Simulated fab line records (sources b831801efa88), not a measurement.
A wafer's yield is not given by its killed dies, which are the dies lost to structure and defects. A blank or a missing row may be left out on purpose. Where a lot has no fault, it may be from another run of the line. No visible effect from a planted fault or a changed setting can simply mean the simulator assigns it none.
fab line records ; flow gf180mcu
record: lots: 14; wafers: 42; last_day: 34
route steps=602 shown NSD@262 SAB@275 SALICIDE@286 CONTACT@301
lots with no fault: from the same line, run without faults
start_h: start of the lot's first displayed wafer, in hours after the record's first day ; wait_h: how many hours have passed since the lot's step before this one ; " repeats the value in the row above ; L1.1+2: a single row standing in for several wafers ; - value missing, or start not given ; * or withheld: withheld ; < > ~ a bound
route shown NAME@n: names a module that has steps shown in the file, with the first one's number in the route ; usual: mean/standard deviation taken from wafers without a fault ; same: alike in all rows ; chamber/n: place in a boat ; sites: readings site by site ; _std_site: standard deviation across them ; _edge_site: inner sites' mean taken away from outer sites' mean ; radius_mm: how far each site lies from the wafer's centre ; mask NAME#n: copy n ; behind: the tool/chamber that last shaped the wafer ; hold: cause of the lot's hold/its duration in hours/its outcome ; device: the transistor (n, p or np) that didn't switch ; end of line: tests run on the same wafers once the route is complete ; for a step that has no rows: nothing shown but its recipe ; killed: at the first sort, the dies lost to defects and structure; wafer yield is something else ; map: a wafer's dies, x killed, . not, _ none there
set.NAME: the run value of the setting; set.NAME@STEP: its run value at that earlier step ; model.NAME: the simulator's own value behind a step, which no gauge read
steps of the route over a sample of lots; a table a step, a row a wafer
services: from which hour (start_h, from the record's first day; less than 0 if before it) a tool's chamber was out of use, for how many hours, and why
== steps ==
step: GF_PSD_RS_MEAS_14
recipe: thk_meas_gauge: four-point-probe
usual: NSD_RS: 46.13/0.084
lot.wafer;tool;chamber;start_h;wait_h;NSD_RS[ohm/sq]
L109.1;film_metro-04;-;321.07;0.1;45.95
L109.3;film_metro-04;-;321.07;0.1;45.86
L109.6;film_metro-04;-;321.07;0.1;45.98
L110.3;film_metro-01;-;336.66;0.1;46.34
L110.5;film_metro-01;-;336.66;0.1;46.25
L110.6;film_metro-01;-;336.66;0.1;46.24
L112.2;film_metro-03;-;353.32;0.1;46.19
L112.5;film_metro-03;-;353.32;0.1;46.10
L112.6;film_metro-03;-;353.32;0.1;46.15
L113.3;film_metro-03;-;364.34;0.1;46.18
L113.4;film_metro-03;-;364.34;0.1;46.29
L113.5;film_metro-03;-;364.34;0.1;46.25
L114.2;film_metro-01;-;371.78;0.1;46.15
L114.4;film_metro-01;-;371.78;0.1;46.18
L114.6;film_metro-01;-;371.78;0.1;46.01
L115.1;film_metro-01;-;386.12;0.1;46.14
L115.2;film_metro-01;-;386.12;0.1;46.27
L115.5;film_metro-01;-;386.12;0.1;46.20
L116.2;film_metro-03;-;386.40;0.1;46.19
L116.3;film_metro-03;-;386.40;0.1;46.08
L116.4;film_metro-03;-;386.40;0.1;46.15
L117.1;film_metro-03;-;391.88;0.1;46.07
L117.4;film_metro-03;-;391.88;0.1;45.92
L117.5;film_metro-03;-;391.88;0.1;46.12
L118.1;film_metro-04;-;399.77;0.1;46.10
L118.4;film_metro-04;-;399.77;0.1;46.12
L118.5;film_metro-04;-;399.77;0.1;46.09
L119.1;film_metro-04;-;409.95;0.1;46.04
L119.2;film_metro-04;-;409.95;0.1;46.08
L119.4;film_metro-04;-;409.95;0.1;46.14
L121.3;film_metro-03;-;429.32;0.1;46.06
L121.4;film_metro-03;-;429.32;0.1;46.11
L121.5;film_metro-03;-;429.32;0.1;46.05
L129.1;film_metro-01;-;498.28;0.1;46.25
L129.4;film_metro-01;-;498.28;0.1;46.25
L129.6;film_metro-01;-;498.28;0.1;46.19
L130.1;film_metro-04;-;502.69;0.1;46.13
L130.4;film_metro-04;-;502.69;0.1;46.11
L130.5;film_metro-04;-;502.69;0.1;46.25
L131.2;film_metro-04;-;505.48;0.1;46.19
L131.3;film_metro-04;-;505.48;0.1;46.08
L131.4;film_metro-04;-;505.48;0.1;46.10
step: GF_SAB_ETCH_11
recipe: chemistry: C4F8/O2/Ar; mask_material: NOVOLAK; target: SiO2; target_depth_nm: 55; source_w: 1500; bias_w: 1200; pressure_mtorr: 40; c4f8_flow_sccm: withheld; O2_flow_sccm: 6; Ar_flow_sccm: 300; time_s: 8.5
usual: chamber_pressure_mTorr: 40.00/0.036; oes_product_au: 1.003/0.0085
lot.wafer;tool;chamber;start_h;wait_h;chamber_pressure_mTorr;oes_product_au;rf_hours_counter_h
L109.1;rie_diel-02;1;341.75;0.0;40.03;1.015;2
L109.3;rie_diel-02;0;341.75;0.0;40.08;0.993;15
L109.6;rie_diel-02;1;341.75;0.0;40.05;1.006;-
L110.3;rie_diel-03;0;358.52;0.0;39.99;1.001;34
L110.5;rie_diel-03;2;358.52;0.0;40.00;0.981;-
L110.6;rie_diel-03;3;358.52;0.0;40.03;1.004;-
L112.2;rie_diel-03;0;375.72;0.0;39.94;0.996;34
L112.5;rie_diel-03;1;375.72;0.0;40.03;1.014;-
L112.6;rie_diel-03;2;375.72;0.0;39.95;0.993;-
L113.3;rie_diel-04;1;387.44;0.0;40.01;0.992;88
L113.4;rie_diel-04;2;387.44;0.0;40.08;0.986;0
L113.5;rie_diel-04;2;387.44;0.0;40.02;0.993;-
L114.2;rie_diel-02;1;394.83;0.0;40.03;1.010;4
L114.4;rie_diel-02;2;394.83;0.0;39.98;1.020;93
L114.6;rie_diel-02;3;394.83;0.0;40.02;1.005;-
L115.1;rie_diel-02;1;409.76;0.0;40.00;1.015;4
L115.2;rie_diel-02;2;409.76;0.0;40.00;1.009;93
L115.5;rie_diel-02;0;409.76;0.0;40.05;1.003;-
L116.2;rie_diel-04;1;410.04;0.0;40.01;1.000;90
L116.3;rie_diel-04;3;410.04;0.0;40.00;1.003;6
L116.4;rie_diel-04;0;410.04;0.0;40.04;0.999;3
L117.1;rie_diel-02;0;414.97;0.0;39.94;0.993;17
L117.4;rie_diel-02;3;414.97;0.0;40.05;0.995;84
L117.5;rie_diel-02;2;414.97;0.0;39.96;1.008;-
L118.1;rie_diel-02;3;423.62;0.0;39.94;0.995;84
L118.4;rie_diel-02;1;423.62;0.0;39.95;1.013;5
L118.5;rie_diel-02;0;423.62;0.0;39.93;1.000;-
L119.1;rie_diel-02;2;433.63;0.0;39.99;1.008;94
L119.2;rie_diel-02;0;433.63;0.0;40.05;0.997;18
L119.4;rie_diel-02;3;433.63;0.0;39.99;0.991;85
L121.3;rie_diel-02;2;453.97;0.0;39.89;1.011;94
L121.4;rie_diel-02;3;453.97;0.0;40.03;0.991;85
L121.5;rie_diel-02;0;453.97;0.0;39.97;0.984;-
L129.1;rie_diel-02;3;522.14;0.0;40.01;0.997;87
L129.4;rie_diel-02;0;522.14;0.0;40.07;1.002;20
L129.6;rie_diel-02;0;522.14;0.0;40.05;1.008;-
L130.1;rie_diel-03;3;525.94;0.0;39.96;1.000;1
L130.4;rie_diel-03;1;525.94;0.0;39.99;1.014;84
L130.5;rie_diel-03;0;525.94;0.0;39.99;0.999;-
L131.2;rie_diel-03;0;528.93;0.0;40.03;1.000;38
L131.3;rie_diel-03;3;528.93;0.0;39.97;0.982;1
L131.4;rie_diel-03;1;528.93;0.0;40.00;1.021;84
step: GF_SALICIDE_RTA_08
recipe: temp_c: 800; time_s: 30; ambient: N2
usual: anneal_temp_c_max: 804.2/0.77; chamber_o2_ppm: 1.995/0.02; lamp_power_pct: 16.2/0.86; wafer_temp_C_max: 804.8/1.9
lot.wafer;tool;chamber;start_h;wait_h;anneal_temp_c_max;chamber_o2_ppm;lamp_power_pct;wafer_temp_C_max
L109.1;rtp_anneal-01;0;342.52;0.0;803.8;1.971;16.9;805.3
L109.3;rtp_anneal-01;0;342.52;0.0;804.0;1.980;16.9;806.7
L109.6;rtp_anneal-01;0;342.52;0.0;804.3;1.998;16.9;806.9
L110.3;rtp_anneal-02;0;359.34;0.0;803.8;2.019;15.2;802.5
L110.5;rtp_anneal-02;0;359.34;0.0;805.0;2.000;15.2;801.5
L110.6;rtp_anneal-02;0;359.34;0.0;805.7;2.001;15.2;802.8
L112.2;rtp_anneal-02;0;376.57;0.0;803.3;2.008;15.2;803.2
L112.5;rtp_anneal-02;0;376.57;0.0;803.5;1.964;15.2;803.4
L112.6;rtp_anneal-02;0;376.57;0.0;803.7;1.979;15.2;803.7
L113.3;rtp_anneal-02;0;388.24;0.0;803.3;2.017;15.2;803.5
L113.4;rtp_anneal-02;0;388.24;0.0;803.7;1.962;15.2;803.2
L113.5;rtp_anneal-02;0;388.24;0.0;804.5;2.020;15.2;802.3
L114.2;rtp_anneal-01;0;395.63;0.0;803.8;2.011;16.9;804.3
L114.4;rtp_anneal-01;0;395.63;0.0;803.8;2.001;16.9;806.1
L114.6;rtp_anneal-01;0;395.63;0.0;804.2;2.009;16.9;806.0
L115.1;rtp_anneal-01;0;410.52;0.0;804.5;2.002;17.0;806.1
L115.2;rtp_anneal-01;0;410.52;0.0;803.2;1.970;16.9;807.9
L115.5;rtp_anneal-01;0;410.52;0.0;804.4;1.991;16.9;807.6
L116.2;rtp_anneal-01;0;410.82;0.0;804.5;2.006;16.9;805.7
L116.3;rtp_anneal-01;0;410.82;0.0;804.1;2.012;16.9;807.5
L116.4;rtp_anneal-01;0;410.82;0.0;804.4;1.989;16.9;807.3
L117.1;rtp_anneal-02;0;415.73;0.0;804.7;1.984;15.2;802.0
L117.4;rtp_anneal-02;0;415.73;0.0;805.3;2.008;15.2;802.6
L117.5;rtp_anneal-02;0;415.73;0.0;804.3;1.987;15.2;802.6
L118.1;rtp_anneal-01;0;424.39;0.0;804.6;2.005;16.9;805.2
L118.4;rtp_anneal-01;0;424.39;0.0;804.1;1.975;16.9;805.9
L118.5;rtp_anneal-01;0;424.39;0.0;804.1;1.993;16.9;805.4
L119.1;rtp_anneal-01;0;434.53;0.0;803.9;1.991;16.9;805.4
L119.2;rtp_anneal-01;0;434.53;0.0;805.5;1.969;17.0;806.6
L119.4;rtp_anneal-01;0;434.53;0.0;803.5;1.997;16.9;806.6
L121.3;rtp_anneal-01;0;454.77;0.0;803.9;2.008;16.9;805.8
L121.4;rtp_anneal-01;0;454.77;0.0;804.5;2.011;16.9;805.8
L121.5;rtp_anneal-01;0;454.77;0.0;803.8;1.970;16.9;808.7
L129.1;rtp_anneal-02;0;522.94;0.0;804.3;1.987;15.2;803.3
L129.4;rtp_anneal-02;0;522.94;0.0;803.5;2.009;15.2;803.2
L129.6;rtp_anneal-02;0;522.94;0.0;804.0;2.010;15.2;803.0
L130.1;rtp_anneal-01;-;526.73;0.0;-;-;-;-
L130.4;rtp_anneal-01;-;526.73;0.0;-;-;-;-
L130.5;rtp_anneal-01;-;526.73;0.0;-;-;-;-
L131.2;rtp_anneal-01;-;529.75;0.0;-;-;-;-
L131.3;rtp_anneal-01;-;529.75;0.0;-;-;-;-
L131.4;rtp_anneal-01;-;529.75;0.0;-;-;-;-
step: GF_CONTACT_CD_MEAS_14
recipe: target_cd_nm: 220
usual: cd_nm: 220.3/1.7
lot.wafer;tool;chamber;start_h;wait_h;cd_nm
L109.1;cd_sem-01;-;364.64;0.1;220.3
L109.3;cd_sem-01;-;364.64;0.1;219.4
L109.6;cd_sem-01;-;364.64;0.1;221.4
L110.3;cd_sem-01;-;382.64;0.1;218.6
L110.5;cd_sem-01;-;382.64;0.1;218.0
L110.6;cd_sem-01;-;382.64;0.1;217.8
L112.2;cd_sem-02;-;400.11;0.1;219.3
L112.5;cd_sem-02;-;400.11;0.1;220.1
L112.6;cd_sem-02;-;400.11;0.1;218.8
L113.3;cd_sem-01;-;411.83;0.1;219.2
L113.4;cd_sem-01;-;411.83;0.1;220.5
L113.5;cd_sem-01;-;411.83;0.1;220.3
L114.2;cd_sem-02;-;420.11;0.1;220.5
L114.4;cd_sem-02;-;420.11;0.1;224.0
L114.6;cd_sem-02;-;420.11;0.1;222.1
L115.1;cd_sem-02;-;434.83;0.2;221.7
L115.2;cd_sem-02;-;434.83;0.2;221.0
L115.5;cd_sem-02;-;434.83;0.2;219.3
L116.2;cd_sem-01;-;435.11;0.1;220.5
L116.3;cd_sem-01;-;435.11;0.1;219.4
L116.4;cd_sem-01;-;435.11;0.1;222.7
L117.1;cd_sem-02;-;440.44;0.1;221.9
L117.4;cd_sem-02;-;440.44;0.1;220.9
L117.5;cd_sem-02;-;440.44;0.1;221.6
L118.1;cd_sem-01;-;450.40;0.2;221.3
L118.4;cd_sem-01;-;450.40;0.2;223.3
L118.5;cd_sem-01;-;450.40;0.2;221.5
L119.1;cd_sem-01;-;459.55;0.1;219.2
L119.2;cd_sem-01;-;459.55;0.1;218.6
L119.4;cd_sem-01;-;459.55;0.1;218.9
L121.3;cd_sem-01;-;480.00;0.1;220.2
L121.4;cd_sem-01;-;480.00;0.1;221.0
L121.5;cd_sem-01;-;480.00;0.1;220.8
L129.1;cd_sem-01;-;546.69;0.1;220.0
L129.4;cd_sem-01;-;546.69;0.1;221.1
L129.6;cd_sem-01;-;546.69;0.1;221.4
== services ==
tool;chamber;start_h;hours;kind
rie_diel-04;2;322.48;1.9;repair
rie_diel-03;2;327.57;-;clean
rie_diel-03;2;327.57;20.2;scheduled_down
rie_diel-03;2;327.57;20.2;vent_cycle
rie_diel-03;3;333.72;7.1;repair
rie_diel-04;2;346.25;-;clean
rie_diel-04;2;346.25;16.1;scheduled_down
rie_diel-04;2;346.25;16.1;vent_cycle
rie_diel-03;0;348.72;4.1;repair
rie_diel-03;-;372.10;2.1;repair
rie_diel-03;-;382.49;40.1;repair
rie_diel-03;2;386.63;7.2;repair
rie_diel-03;-;386.98;0.3;repair
rie_diel-04;3;415.88;14.5;repair
rtp_anneal-02;-;450.12;2.4;pm
rie_diel-02;-;461.28;0.1;repair
rie_diel-03;3;477.12;-;clean
rie_diel-03;3;477.12;18.7;scheduled_down
rie_diel-03;3;477.12;18.7;vent_cycle
rie_diel-02;2;493.77;-;clean
rie_diel-02;2;493.77;17.5;scheduled_down
rie_diel-02;2;493.77;17.5;vent_cycle
rie_diel-02;1;497.82;2.6;repair
rie_diel-04;1;522.99;-;clean
== key ==
first_sign: step: GF_SALICIDE_RTA_08; reading: tool_record; direction: missing
effect none on later readings
met_at GF_SALICIDE_RTA_08
struck_lots L130,L131
later_rows_left_out L130.1,L130.4,L130.5,L131.2,L131.3,L131.4
sort_left_out L130.1,L130.4,L130.5,L131.2,L131.3,L131.4
tester_left_out L130,L131
not_acting_at GF_PSD_RS_MEAS_14,GF_SAB_ETCH_11,GF_CONTACT_CD_MEAS_14
onset_between 454.77 526.73
fault: kind: skipped_step_whole; tool: rtp_anneal-01; chamber: -; onset_h: 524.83; steps: GF_SALICIDE_RTA_08; scope: struck_lots_only
tester_left_out: of these lots the tester's yield and bins aren't shown, on N5 and GAA mostly nor the transistor test; their killed dies are dies lost to structure and defects alone, not to doping, threshold or leakage, so they don't give the yield
sort_left_out: the simulated sort isn't trusted on such a fault, so these wafers' sort isn't shown, and their yield isn't known
later_rows_left_out: the simulator's readings of these wafers behind a module that went badly wrong aren't trusted and aren't shown, but for the sort
